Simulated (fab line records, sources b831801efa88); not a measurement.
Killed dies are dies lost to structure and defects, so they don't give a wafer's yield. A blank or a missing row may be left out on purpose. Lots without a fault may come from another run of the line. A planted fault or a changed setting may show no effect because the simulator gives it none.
One fault seen from 2 desks | flow gf180mcu | each desk has only its own numbers; what lay behind them comes last

THE TOOL OWNER'S DESK: implanter-04
The tool's own readings at GF_MVPSD_IMPLANT_09: means of the sampled wafers that have a number, for each lot that ran on this tool. A lot is out of limits, marked OUT, if its mean lies more than 4 standard deviations from the usual mean; the brackets give that distance.
Columns: A = end_station_pressure_torr at GF_MVPSD_IMPLANT_09, usual 5e-06 Torr; B = tilt_deg at GF_MVPSD_IMPLANT_09, usual 0.001 degrees
lot  | first seen here | A     | B
L983 | day 6 17:01     | 5e-06 | 0.015
L985 | day 7 09:01     | 5e-06 | 0.038
L988 | day 8 01:59     | 5e-06 | 12.790 (+99 or more) OUT
L991 | day 8 20:31     | 5e-06 | 12.799 (+99 or more) OUT
This desk's finding: out of limits on L988, L991; first on L988, day 8 01:59 (tilt_deg at GF_MVPSD_IMPLANT_09). In limits: L983, L985.

THE METROLOGY DESK
What the gauges read, lot by lot, whatever tool the lot ran on: means of the sampled wafers that have a number. A lot is out of limits, marked OUT, if its mean lies more than 4 standard deviations from the usual mean; the brackets give that distance.
Columns: A = MVPSD_TW at GF_MVPSD_TW_MEAS_11, usual 554; B = MVPSD_RS at GF_VT_IMPLANT_RS_MEAS_49, usual 1169.3 ohm/sq; C = DUAL_GATE_OVL at GF_DUAL_GATE_OVL_MEAS_11, usual -1.2 nm
lot  | first seen here | A   | B      | C
L976 | day 5 01:16     | 557 | 1167.0 | -2.0
L979 | day 5 19:35     | 555 | 1167.6 | -1.0
L980 | day 5 23:34     | 551 | 1172.1 | 0.0
L981 | day 6 05:57     | 556 | 1167.1 | -2.0
L983 | day 6 17:14     | 561 | 1167.2 | -0.8
L985 | day 7 09:16     | 556 | 1171.7 | -0.9
L986 | day 7 19:17     | 559 | 1166.7 | -3.3
L987 | day 7 21:31     | 549 | 1172.4 | -0.5
L988 | day 8 02:14     | 567 | -      | -0.5
L989 | day 8 07:53     | 551 | 1167.0 | -2.3
L991 | day 8 20:46     | 563 | -      | -0.4
L998 | day 10 12:04    | 549 | 1170.2 | -1.4
This desk's finding: nothing out of limits on any of the 12 lots.

PUT TOGETHER
The tool owner's desk could have raised an alarm at day 8 01:59, on L988, L991.
The metrology desk saw nothing out of limits.
The metrology desk has L988, L991 on record, within its limits.
Of the lots named, all ran GF_MVPSD_IMPLANT_09 on implanter-04.

WHAT THE SIMULATOR HAD PUT IN
Process parameter drift: implanter-04, from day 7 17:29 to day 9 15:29, at GF_MVPSD_IMPLANT_09. Setting tilt_deg, moved by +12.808, from 0. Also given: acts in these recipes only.
Lots struck among those shown: L988, L991.
Hours from the fault's start to each desk's first reading out of limits: the tool owner's desk, 8.
